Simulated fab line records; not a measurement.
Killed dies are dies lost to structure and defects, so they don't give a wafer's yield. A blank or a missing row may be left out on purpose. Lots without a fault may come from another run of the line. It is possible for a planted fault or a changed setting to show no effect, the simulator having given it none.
Matching of chambers -- flow gf180mcu -- GF_V4_ETCH_16 on rieDiel-02: 4 sister chambers
The step etches BARC in N2/H2. 14 wafers are shown with their chamber, then 7 later ones without.

## WAFERS PAIRED WITH THEIR CHAMBERS
wafer,chamber,drypumpMotorCurrentA (A),h2FlowSccm (sccm),throttleValvePct (%)
L077.1,2,5.9,200.4,13.222
L077.5,2,5.9,200.6,13.223
L077.6,3,5.3,200.6,13.229
L078.1,1,5.7,200.3,13.233
L078.4,3,5.3,200.7,13.220
L078.5,1,5.7,199.9,13.230
L079.2,3,5.3,200.8,13.229
L079.4,0,5.3,199.5,13.238
L079.5,0,5.3,199.2,13.234
L082.4,1,5.7,199.6,13.216
L082.5,2,5.8,200.4,13.214
L082.6,3,5.3,200.8,13.222
L086.3,3,5.3,200.4,13.224
L086.5,0,5.3,199.8,13.233

SIGNATURES (averages over the wafers above)
reading,chamber 0,chamber 1,chamber 2,chamber 3,scatter within a chamber
drypumpMotorCurrentA,5.300,5.700,5.867,5.300,0.0258
h2FlowSccm,199.500,199.933,200.467,200.660,0.238
throttleValvePct,13.23500,13.22633,13.21967,13.22480,0.00542
Rule: for each reading, subtract the chamber's mean from the wafer's reading, divide by that reading's scatter and square the result; add these up over the readings and take the root, which gives the wafer's distance from the chamber. The wafer belongs to the nearest chamber; if the next one is less than 2 further off, it can't be placed. The scatter: take each reading less its chamber's mean, square it, sum over the shown wafers, divide by the number of wafers less the number of chambers, and take the root.

## WAFERS WITH NO CHAMBER GIVEN
wafer,drypumpMotorCurrentA (A),h2FlowSccm (sccm),throttleValvePct (%)
L086.6,5.7,199.3,13.229
L092.1,5.7,200.1,13.225
L092.5,5.3,200.4,13.224
L092.6,5.3,200.4,13.218
L094.1,5.7,200.6,13.219
L094.2,5.8,199.2,13.223
L094.6,5.9,199.7,13.230

## WHICH CHAMBER EACH ONE RAN IN
wafer,from the rows above,in truth
L086.6,1,1
L092.1,1,1
L092.5,3,3
L092.6,3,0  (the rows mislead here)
L094.1,1,1
L094.2,can't be placed: 1 or 2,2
L094.6,2,2
Correctly placed: 5 of 7. Not placeable from these rows: 1 (in 1, the candidates include the true chamber). Number placed wrongly: 1.
